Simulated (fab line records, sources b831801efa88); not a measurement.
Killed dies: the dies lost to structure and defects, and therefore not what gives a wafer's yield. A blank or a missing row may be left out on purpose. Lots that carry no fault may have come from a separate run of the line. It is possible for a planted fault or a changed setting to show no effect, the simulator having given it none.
Split-lot trial / flow gf180mcu / on a route of 602 steps: 5 lots, 23 wafers read

## THE SPLIT
At GF_V2_SPUTTER_21 (material Ti, target thk 15 nm, time 80.02 s), the setting chamber_pressure_pa was moved away from the recipe's 5 Pa on 15 of the 23 wafers read, by +5.1% to +13.3%. For the rest of the wafers, this setting stayed at what the recipe calls for.

The split's own step is where the reading is taken.

## THE READING
Ti_of_V2_SPUTTER_21.thk_nm (the simulator's own value, which no gauge read), in nm, at GF_V2_SPUTTER_21 (material Ti, target thk 15 nm, time 80.02 s). The file does not state a usual value for it. The 8 wafers here that ran the recipe average 14.98 nm, standard deviation 0.13 nm.

wafer=L076.1; tool, chamber at the split=pvd_sputter-03, -; chamber_pressure_pa as run, Pa=5.663; against the recipe=+13.3%; Ti_of_V2_SPUTTER_21.thk_nm, nm=13.62; against lot-mates on the recipe=no lot-mate on the recipe
wafer=L076.2; tool, chamber at the split=pvd_sputter-03, -; chamber_pressure_pa as run, Pa=5.663; against the recipe=+13.3%; Ti_of_V2_SPUTTER_21.thk_nm, nm=13.74; against lot-mates on the recipe=no lot-mate on the recipe
wafer=L076.3; tool, chamber at the split=pvd_sputter-03, -; chamber_pressure_pa as run, Pa=5.663; against the recipe=+13.3%; Ti_of_V2_SPUTTER_21.thk_nm, nm=13.51; against lot-mates on the recipe=no lot-mate on the recipe
wafer=L076.4; tool, chamber at the split=pvd_sputter-03, -; chamber_pressure_pa as run, Pa=5.663; against the recipe=+13.3%; Ti_of_V2_SPUTTER_21.thk_nm, nm=13.37; against lot-mates on the recipe=no lot-mate on the recipe
wafer=L076.5; tool, chamber at the split=pvd_sputter-03, -; chamber_pressure_pa as run, Pa=5.663; against the recipe=+13.3%; Ti_of_V2_SPUTTER_21.thk_nm, nm=13.59; against lot-mates on the recipe=no lot-mate on the recipe
wafer=L079.2; tool, chamber at the split=pvd_sputter-03, -; chamber_pressure_pa as run, Pa=5; against the recipe=recipe; Ti_of_V2_SPUTTER_21.thk_nm, nm=15.06; against lot-mates on the recipe=-
wafer=L079.3; tool, chamber at the split=pvd_sputter-03, -; chamber_pressure_pa as run, Pa=5; against the recipe=recipe; Ti_of_V2_SPUTTER_21.thk_nm, nm=15.15; against lot-mates on the recipe=-
wafer=L079.6; tool, chamber at the split=pvd_sputter-03, -; chamber_pressure_pa as run, Pa=5; against the recipe=recipe; Ti_of_V2_SPUTTER_21.thk_nm, nm=14.94; against lot-mates on the recipe=-
wafer=L083.2; tool, chamber at the split=pvd_sputter-01, -; chamber_pressure_pa as run, Pa=5; against the recipe=recipe; Ti_of_V2_SPUTTER_21.thk_nm, nm=14.84; against lot-mates on the recipe=-
wafer=L083.3; tool, chamber at the split=pvd_sputter-01, -; chamber_pressure_pa as run, Pa=5; against the recipe=recipe; Ti_of_V2_SPUTTER_21.thk_nm, nm=15.15; against lot-mates on the recipe=-
wafer=L083.4; tool, chamber at the split=pvd_sputter-01, -; chamber_pressure_pa as run, Pa=5; against the recipe=recipe; Ti_of_V2_SPUTTER_21.thk_nm, nm=14.87; against lot-mates on the recipe=-
wafer=L083.5; tool, chamber at the split=pvd_sputter-01, -; chamber_pressure_pa as run, Pa=5; against the recipe=recipe; Ti_of_V2_SPUTTER_21.thk_nm, nm=15.07; against lot-mates on the recipe=-
wafer=L083.6; tool, chamber at the split=pvd_sputter-01, -; chamber_pressure_pa as run, Pa=5; against the recipe=recipe; Ti_of_V2_SPUTTER_21.thk_nm, nm=14.8; against lot-mates on the recipe=-
wafer=L084.1; tool, chamber at the split=pvd_sputter-03, -; chamber_pressure_pa as run, Pa=5.519; against the recipe=+10.4%; Ti_of_V2_SPUTTER_21.thk_nm, nm=13.32; against lot-mates on the recipe=no lot-mate on the recipe
wafer=L084.2; tool, chamber at the split=pvd_sputter-03, -; chamber_pressure_pa as run, Pa=5.519; against the recipe=+10.4%; Ti_of_V2_SPUTTER_21.thk_nm, nm=13.51; against lot-mates on the recipe=no lot-mate on the recipe
wafer=L084.3; tool, chamber at the split=pvd_sputter-03, -; chamber_pressure_pa as run, Pa=5.519; against the recipe=+10.4%; Ti_of_V2_SPUTTER_21.thk_nm, nm=13.53; against lot-mates on the recipe=no lot-mate on the recipe
wafer=L084.5; tool, chamber at the split=pvd_sputter-03, -; chamber_pressure_pa as run, Pa=5.519; against the recipe=+10.4%; Ti_of_V2_SPUTTER_21.thk_nm, nm=13.52; against lot-mates on the recipe=no lot-mate on the recipe
wafer=L084.6; tool, chamber at the split=pvd_sputter-03, -; chamber_pressure_pa as run, Pa=5.519; against the recipe=+10.4%; Ti_of_V2_SPUTTER_21.thk_nm, nm=13.46; against lot-mates on the recipe=no lot-mate on the recipe
wafer=L085.1; tool, chamber at the split=pvd_sputter-01, -; chamber_pressure_pa as run, Pa=5.253; against the recipe=+5.1%; Ti_of_V2_SPUTTER_21.thk_nm, nm=14.63; against lot-mates on the recipe=no lot-mate on the recipe
wafer=L085.2; tool, chamber at the split=pvd_sputter-01, -; chamber_pressure_pa as run, Pa=5.253; against the recipe=+5.1%; Ti_of_V2_SPUTTER_21.thk_nm, nm=14.38; against lot-mates on the recipe=no lot-mate on the recipe
wafer=L085.3; tool, chamber at the split=pvd_sputter-01, -; chamber_pressure_pa as run, Pa=5.253; against the recipe=+5.1%; Ti_of_V2_SPUTTER_21.thk_nm, nm=14.33; against lot-mates on the recipe=no lot-mate on the recipe
wafer=L085.4; tool, chamber at the split=pvd_sputter-01, -; chamber_pressure_pa as run, Pa=5.253; against the recipe=+5.1%; Ti_of_V2_SPUTTER_21.thk_nm, nm=14.44; against lot-mates on the recipe=no lot-mate on the recipe
wafer=L085.5; tool, chamber at the split=pvd_sputter-01, -; chamber_pressure_pa as run, Pa=5.253; against the recipe=+5.1%; Ti_of_V2_SPUTTER_21.thk_nm, nm=14.46; against lot-mates on the recipe=no lot-mate on the recipe

THE FIT
A straight line over all 23 wafers: Ti_of_V2_SPUTTER_21.thk_nm changes by -0.12 nm for each +1% of chamber_pressure_pa; r = -0.96; the points scatter about the line by 0.2 nm.
Too few moved wafers with a lot-mate on the recipe to fit a line net of each lot's own level.

## THE FILE'S OWN FIT
Ti_of_V2_SPUTTER_21.thk_nm changes by -0.12 nm for each +1% of chamber_pressure_pa, r = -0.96.
